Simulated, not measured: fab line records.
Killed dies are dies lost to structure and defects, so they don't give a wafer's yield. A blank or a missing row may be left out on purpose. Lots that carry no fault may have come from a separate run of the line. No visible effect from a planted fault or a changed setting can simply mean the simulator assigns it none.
fab line records + flow sky130
record:
- lots: 7
- wafers: 21
- last_day: 50
route steps=708 shown NWELL@69
lots untouched by any fault: they come from a run of this same line in which no faults occurred
start_h: hours from the record's first day to the start of the lot's first wafer shown + wait_h: time in hours since the lot's previous step + " repeats the value in the row above + L1.1+2: several wafers, shown together as one row + - no value, or no start was given + * or withheld: withheld + < > ~ a bound
route shown NAME@n: a module of which the file shows steps, and the number in the route of the first + usual: mean/standard deviation taken from wafers without a fault + same: alike in all rows + chamber/n: place in a boat + sites: readings site by site + _std_site: the values' standard deviation + _edge_site: mean of outer sites minus mean of inner sites + radius_mm: how far each site lies from the wafer's centre + mask NAME#n: copy n + behind: the most recent tool/chamber to have shaped the wafer + hold: reason for holding the lot/hours on hold/outcome of the hold + device: transistor that didn't switch, given as n, p or np + end of line: at the end of the route, the tests of the same wafers + a step given without rows: its recipe and nothing more + killed: dies lost to structure and defects at the first sort, not the wafer's yield + map: the dies of a wafer, with x for killed, . for not killed, _ for no die there
set.NAME: the setting that was run; set.NAME@STEP: the one run at that earlier step + model.NAME: the simulator's own value behind a step, which no gauge read
lots seen at some steps along the route; tables by step, rows by wafer
services: a tool's chamber out of use, with start hour (start_h, from the record's first day; less than 0 if before it), hours out, and reason
== steps ==
step: SKY_NWELL_DEHYDRATE_16
recipe:
- temp_c: 200
- time_s: 60
step: SKY_NWELL_HMDS_17
recipe:
- prime_time_s: 57.11
- prime_temp_c: 120
step: SKY_NWELL_COAT_18
recipe:
- spin_rpm: 2000
- resist_thk_nm: 3000
step: SKY_NWELL_SOFTBAKE_19
recipe:
- temp_c: 110
- time_s: withheld
step: SKY_NWELL_EXPOSE_20
recipe:
- mask_id: NWM_COMPLEMENT
- na: 0.6
- source_shape: conventional
- sigma_outer: 0.6
- polarization: unpolarized
- target_cd_nm: 840
- dose_mj: 260
step: SKY_NWELL_PEB_21
recipe:
- temp_c: 115
- time_s: withheld
step: SKY_NWELL_DEVELOP_22
recipe:
- wall_angle_deg: 90
- developer: TMAH
- develop_time_s: 60
- dev_temp_c: 23
step: SKY_NWELL_OVL_MEAS_23
usual:
- NWELL_01_OVL: -0.4/1.3
| lot.wafer | tool       | chamber | start_h | wait_h | NWELL_01_OVL[nm] |
|-----------|------------|---------|---------|--------|------------------|
| L416.1    | overlay-01 | -       | 109.65  | -      | 0.2              |
| L416.4    | "          | -       | "       | "      | -2.2             |
| L416.5    | "          | -       | "       | "      | -2.4             |
| L423.4    | overlay-01 | -       | 147.77  | -      | -0.2             |
| L423.5    | "          | -       | "       | "      | -2.1             |
| L423.6    | "          | -       | "       | "      | -2.1             |
| L424.4    | overlay-02 | -       | 156.02  | -      | -0.5             |
| L424.5    | "          | -       | "       | "      | -1.0             |
| L424.6    | "          | -       | "       | "      | -0.3             |
| L425.3    | overlay-02 | -       | 159.94  | -      | 0.5              |
| L425.4    | "          | -       | "       | "      | -0.9             |
| L425.6    | "          | -       | "       | "      | -0.5             |
| L435.3    | overlay-02 | -       | 226.89  | -      | 0.8              |
| L435.4    | "          | -       | "       | "      | -0.2             |
| L435.5    | "          | -       | "       | "      | 0.7              |
| L437.1    | overlay-01 | -       | 240.00  | -      | -0.3             |
| L437.3    | "          | -       | "       | "      | 0.1              |
| L437.6    | "          | -       | "       | "      | 1.0              |
| L438.2    | overlay-02 | -       | 244.33  | -      | -0.5             |
| L438.5    | "          | -       | "       | "      | -2.8             |
| L438.6    | "          | -       | "       | "      | -1.9             |
step: SKY_NWELL_IMPLANT_24
recipe:
- species: B
- energy_kev: 140
- dose_cm2: 9.2e+12
- tilt_deg: withheld
step: SKY_NWELL_STRIP_25
recipe:
- chemistry: O2/N2
- power_w: 1400
- pressure_mtorr: 1500
- platen_temp_c: withheld
- o2_flow_sccm: 3000
- n2_flow_sccm: 300
- overash_fraction: 0.5
usual:
- drypump_motor_current_A: 5.5/0.32
- oes_product_au: 0.722/0.0046
- strip_time_to_endpoint_s: 36.91/0.083
same:
- overash_fraction: 0.5
| lot.wafer | tool            | chamber | start_h | wait_h | drypump_motor_current_A | oes_product_au | rf_hours_counter_h | strip_time_to_endpoint_s |
|-----------|-----------------|---------|---------|--------|-------------------------|----------------|--------------------|--------------------------|
| L416.1    | plasma_asher-04 | 1       | 109.84  | 0.1    | 6.1                     | 0.726          | 43                 | 36.82                    |
| L416.4    | "               | 1       | "       | "      | 6.1                     | 0.717          | -                  | 36.85                    |
| L416.5    | "               | 0       | "       | "      | 5.8                     | 0.723          | -                  | 36.82                    |
| L423.4    | plasma_asher-02 | 1       | 147.97  | 0.1    | 5.2                     | 0.721          | -                  | 36.82                    |
| L423.5    | "               | 1       | "       | "      | 5.2                     | 0.725          | -                  | 36.81                    |
| L423.6    | "               | 0       | "       | "      | 5.4                     | 0.725          | -                  | 36.92                    |
| L424.4    | plasma_asher-03 | 1       | 156.22  | 0.1    | 5.2                     | 0.724          | -                  | 36.95                    |
| L424.5    | "               | 1       | "       | "      | 5.1                     | 0.725          | -                  | 36.99                    |
| L424.6    | "               | 0       | "       | "      | 5.7                     | 0.718          | -                  | 36.88                    |
| L425.3    | plasma_asher-04 | 1       | 160.15  | 0.1    | 6.1                     | 0.715          | -                  | 37.01                    |
| L425.4    | "               | 0       | "       | "      | 5.8                     | 0.720          | -                  | 36.97                    |
| L425.6    | "               | 0       | "       | "      | 5.9                     | 0.724          | -                  | 37.00                    |
| L435.3    | plasma_asher-04 | 1       | 227.10  | 0.1    | 6.1                     | 0.726          | -                  | 36.98                    |
| L435.4    | "               | 0       | "       | "      | 5.8                     | 0.725          | -                  | 36.91                    |
| L435.5    | "               | 1       | "       | "      | 6.1                     | 0.723          | -                  | 36.91                    |
| L437.1    | plasma_asher-03 | 0       | 240.18  | 0.1    | 5.7                     | 0.722          | 54                 | 37.08                    |
| L437.3    | "               | 1       | "       | "      | 5.1                     | 0.729          | -                  | 37.11                    |
| L437.6    | "               | 1       | "       | "      | 5.1                     | 0.717          | -                  | 37.03                    |
| L438.2    | plasma_asher-02 | 0       | 244.51  | 0.1    | 5.4                     | 0.721          | 13                 | 36.86                    |
| L438.5    | "               | 1       | "       | "      | 5.2                     | 0.725          | -                  | 36.79                    |
| L438.6    | "               | 0       | "       | "      | 5.4                     | 0.715          | -                  | 36.93                    |
step: SKY_NWELL_TW_MEAS_26
usual:
- NWELL_2_TW: 498/7.7
| lot.wafer | tool          | chamber | start_h | wait_h | NWELL_2_TW |
|-----------|---------------|---------|---------|--------|------------|
| L416.1    | film_metro-01 | -       | 109.94  | 0.1    | 486        |
| L416.4    | "             | -       | "       | "      | 489        |
| L416.5    | "             | -       | "       | "      | 488        |
| L423.4    | film_metro-03 | -       | 148.07  | 0.1    | 499        |
| L423.5    | "             | -       | "       | "      | 498        |
| L423.6    | "             | -       | "       | "      | 499        |
| L424.4    | film_metro-04 | -       | 156.32  | 0.1    | 504        |
| L424.5    | "             | -       | "       | "      | 504        |
| L424.6    | "             | -       | "       | "      | 502        |
| L425.3    | film_metro-01 | -       | 160.23  | 0.1    | 487        |
| L425.4    | "             | -       | "       | "      | 487        |
| L425.6    | "             | -       | "       | "      | 487        |
| L435.3    | film_metro-03 | -       | 227.18  | 0.1    | 501        |
| L435.4    | "             | -       | "       | "      | 500        |
| L435.5    | "             | -       | "       | "      | 500        |
| L437.1    | film_metro-04 | -       | 240.28  | 0.1    | 502        |
| L437.3    | "             | -       | "       | "      | 504        |
| L437.6    | "             | -       | "       | "      | 504        |
| L438.2    | film_metro-03 | -       | 244.62  | 0.1    | 502        |
| L438.5    | "             | -       | "       | "      | 497        |
| L438.6    | "             | -       | "       | "      | 498        |
step: SKY_NWELL_CLEAN_27
recipe:
- chemistry: SC1/SC2
- mix: 1:4:20
- temp_c: 70
- time_s: 150
- dry: n2_spin
step: SKY_NWELL_RTA_28
recipe:
- temp_c: 1050
- time_s: 30
- idle_temp_c: 650
- ramp_up_c_per_s: 150
- ramp_down_c_per_s: 90
- ambient: N2
usual:
- anneal_temp_c_max: 1055.6/1.6
- chamber_o2_ppm: 2.000/0.022
- lamp_power_pct: 25.30/0.049
- ramp_down_c_per_s: 90.000/0.017
- ramp_up_c_per_s: 150.00/0.03
- wafer_temp_C_max: 1054.9/0.99
| lot.wafer | tool          | chamber | start_h | wait_h | anneal_temp_c_max | chamber_o2_ppm | lamp_power_pct | ramp_down_c_per_s | ramp_up_c_per_s | wafer_temp_C_max |
|-----------|---------------|---------|---------|--------|-------------------|----------------|----------------|-------------------|-----------------|------------------|
| L416.1    | rtp_anneal-02 | 0       | 110.05  | 0.0    | 1055.2            | 1.992          | 25.24          | 90.016            | 149.97          | 1054.0           |
| L416.4    | "             | 0       | "       | "      | 1054.9            | 1.990          | 25.30          | 89.991            | 149.98          | 1055.1           |
| L416.5    | "             | 0       | "       | "      | 1054.3            | 2.019          | 25.33          | 89.988            | 149.96          | 1055.4           |
| L423.4    | rtp_anneal-01 | -       | 148.25  | 0.1    | -                 | -              | -              | -                 | -               | -                |
| L423.5    | "             | -       | "       | "      | -                 | -              | -              | -                 | -               | -                |
| L423.6    | "             | -       | "       | "      | -                 | -              | -              | -                 | -               | -                |
| L424.4    | rtp_anneal-01 | -       | 156.45  | 0.1    | -                 | -              | -              | -                 | -               | -                |
| L424.5    | "             | -       | "       | "      | -                 | -              | -              | -                 | -               | -                |
| L424.6    | "             | -       | "       | "      | -                 | -              | -              | -                 | -               | -                |
| L425.3    | rtp_anneal-02 | -       | 160.39  | 0.1    | -                 | -              | -              | -                 | -               | -                |
| L425.4    | "             | -       | "       | "      | -                 | -              | -              | -                 | -               | -                |
| L425.6    | "             | -       | "       | "      | -                 | -              | -              | -                 | -               | -                |
| L435.3    | rtp_anneal-01 | 0       | 227.36  | 0.0    | 1055.8            | 2.014          | 25.34          | 90.016            | 150.03          | 1054.0           |
| L435.4    | "             | 0       | "       | "      | 1057.7            | 2.028          | 25.28          | 90.008            | 149.96          | 1053.2           |
| L435.5    | "             | 0       | "       | "      | 1057.4            | 2.052          | 25.25          | 90.005            | 149.97          | 1054.4           |
| L437.1    | rtp_anneal-01 | 0       | 240.39  | 0.0    | 1056.5            | 1.998          | 25.40          | 90.016            | 149.96          | 1056.4           |
| L437.3    | "             | 0       | "       | "      | 1056.0            | 1.987          | 25.22          | 90.002            | 149.99          | 1055.7           |
| L437.6    | "             | 0       | "       | "      | 1061.3            | 1.991          | 25.28          | 89.974            | 150.00          | 1054.8           |
| L438.2    | rtp_anneal-02 | 0       | 244.74  | 0.0    | 1054.2            | 2.010          | 25.31          | 90.007            | 149.97          | 1054.5           |
| L438.5    | "             | 0       | "       | "      | 1054.9            | 1.977          | 25.31          | 89.986            | 150.01          | 1054.3           |
| L438.6    | "             | 0       | "       | "      | 1054.1            | 1.990          | 25.29          | 90.011            | 149.98          | 1054.8           |
step: SKY_NWELL_RS_MEAS_29
recipe:
- thk_meas_gauge: four-point-probe
usual:
- NWELL_RS: 624.8/2
| lot.wafer | tool          | chamber | start_h | wait_h | NWELL_RS[ohm/sq] |
|-----------|---------------|---------|---------|--------|------------------|
| L416.1    | film_metro-03 | -       | 110.15  | 0.1    | 628.4            |
| L416.4    | "             | -       | "       | "      | 625.7            |
| L416.5    | "             | -       | "       | "      | 628.5            |
| L423.4    | film_metro-01 | -       | 148.41  | 0.1    | 133.3            |
| L423.5    | "             | -       | "       | "      | 133.0            |
| L423.6    | "             | -       | "       | "      | 133.0            |
| L424.4    | film_metro-01 | -       | 156.56  | 0.1    | 133.2            |
| L424.5    | "             | -       | "       | "      | 132.8            |
| L424.6    | "             | -       | "       | "      | 132.8            |
| L425.3    | film_metro-04 | -       | 160.56  | 0.1    | 132.6            |
| L425.4    | "             | -       | "       | "      | 132.5            |
| L425.6    | "             | -       | "       | "      | 132.6            |
| L435.3    | film_metro-03 | -       | 227.46  | 0.1    | 625.2            |
| L435.4    | "             | -       | "       | "      | 624.4            |
| L435.5    | "             | -       | "       | "      | 625.9            |
| L437.1    | film_metro-03 | -       | 240.49  | 0.1    | 624.4            |
| L437.3    | "             | -       | "       | "      | 623.9            |
| L437.6    | "             | -       | "       | "      | 623.3            |
| L438.2    | film_metro-01 | -       | 244.84  | 0.1    | 626.8            |
| L438.5    | "             | -       | "       | "      | 628.2            |
| L438.6    | "             | -       | "       | "      | 628.9            |
== services ==
| tool            | chamber | start_h | hours | kind       |
|-----------------|---------|---------|-------|------------|
| plasma_asher-04 | -       | 94.31   | 2.7   | repair     |
| plasma_asher-02 | -       | 108.75  | 9.0   | pm         |
| plasma_asher-02 | 0       | 108.75  | 9.0   | vent_cycle |
| plasma_asher-02 | 1       | 108.75  | 9.0   | vent_cycle |
| plasma_asher-02 | 0       | 117.75  | -     | clean      |
| plasma_asher-02 | 1       | 117.75  | -     | clean      |
| plasma_asher-02 | -       | 148.75  | 1.9   | repair     |
| plasma_asher-03 | -       | 188.43  | 1.6   | repair     |
| plasma_asher-04 | -       | 219.17  | 2.1   | repair     |
== key ==
first_sign:
- step: SKY_NWELL_RTA_28
- reading: tool_record
- direction: missing
effect:
- step: SKY_NWELL_RS_MEAS_29
- reading: NWELL_RS
- direction: down
- sigmas: 99+
- usual: 624.8
- struck: 132.9
met_at SKY_NWELL_RTA_28
struck_wafers L423.4,L423.5,L423.6,L424.4,L424.5,L424.6,L425.3,L425.4,L425.6
later_rows_left_out L423.4,L423.5,L423.6,L424.4,L424.5,L424.6,L425.3,L425.4,L425.6
sort_left_out L423.4,L423.5,L423.6,L424.4,L424.5,L424.6,L425.3,L425.4,L425.6
tester_left_out L423,L424,L425
onset_between 110.05 148.25
fault:
- kind: skipped_step_whole
- tool: rtp_anneal-01,rtp_anneal-02
- chamber: -
- onset_h: 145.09
- steps: SKY_NWELL_RTA_28
- scope: struck_lots_only
tester_left_out: of these lots the tester's yield and bins aren't shown, on N5 and GAA mostly nor the transistor test; their killed dies are dies lost to structure and defects alone, not to doping, threshold or leakage, so they don't give the yield
sort_left_out: the simulated sort isn't trusted on such a fault, so these wafers' sort isn't shown, and their yield isn't known
later_rows_left_out: the simulator's readings of these wafers behind a module that went badly wrong aren't trusted and aren't shown, but for the sort
